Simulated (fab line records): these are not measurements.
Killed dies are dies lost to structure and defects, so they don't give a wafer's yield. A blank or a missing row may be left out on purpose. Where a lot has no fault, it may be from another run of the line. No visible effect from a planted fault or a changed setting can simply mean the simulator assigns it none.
The tool behind it: which one?    flow sky130    7 lots with 21 wafers sampled at 3 steps, on a route of 708 steps

WHAT THE GAUGES SHOWED, per wafer
SKY_VIA2_THK_MEAS_23: measures by xrf.
lot   measured      on             VIA2_W_THK (nm)
L481  day 37 03:05  film metro-03  426 427 425
L483  day 37 21:44  film metro-04  434 438 428
L485  day 38 13:06  film metro-04  434 442 435
L487  day 39 04:30  film metro-02  431 430 431
L491  day 40 11:16  film metro-04  438 436 445
L498  day 42 13:37  film metro-03  417 428 416
L501  day 43 20:04  film metro-04  435 437 432

EACH LOT AND THE TOOL THAT RAN IT (in order: tool; ch and the chambers of the sampled wafers; start)
lot   SKY_VT_ADJUST_PCH_EXPOSE_04          SKY_METAL2_SPUTTER_01
L481  iline stepper-01 ch 0, day 10 20:26  pvd sputter-03, day 34 21:04
L483  iline stepper-01 ch 0, day 11 10:27  pvd sputter-04, day 35 15:05
L485  iline stepper-01 ch 0, day 12 01:56  pvd sputter-02, day 36 07:11
L487  iline stepper-01 ch 0, day 12 19:43  pvd sputter-02, day 36 22:29
L491  iline stepper-01, day 14 00:35       pvd sputter-02, day 38 08:32
L498  iline stepper-02 ch 0, day 16 10:39  pvd sputter-03, day 40 11:46
L501  iline stepper-01 ch 0, day 18 10:15  pvd sputter-03, day 41 18:25
- SKY_VT_ADJUST_PCH_EXPOSE_04: exposes mask NWM, target cd 840 nm.
- SKY_METAL2_SPUTTER_01: material TiN, target thk 20 nm, time 16.7 s.

THE ANSWER, worked out from the rows above alone
Rule: the usual values come from the lots themselves. The widest of any qualifying gaps counts: lots, ordered by their means at a reading, are off when they make up no more than a third of the lots, leave a main group of 4 or more, and stand apart from it by 3 or more times the standard deviation of that group's means. If all means in a main group match to the digits the tables above print for the reading, that group is not used. A lot without any number at a reading at which 4 lots or more have one is off too. Any other lot the step has rows for is counted as sound.
None of the lots is off at any reading shown; this tells nothing.

WHAT THE SIMULATOR HAD PUT IN
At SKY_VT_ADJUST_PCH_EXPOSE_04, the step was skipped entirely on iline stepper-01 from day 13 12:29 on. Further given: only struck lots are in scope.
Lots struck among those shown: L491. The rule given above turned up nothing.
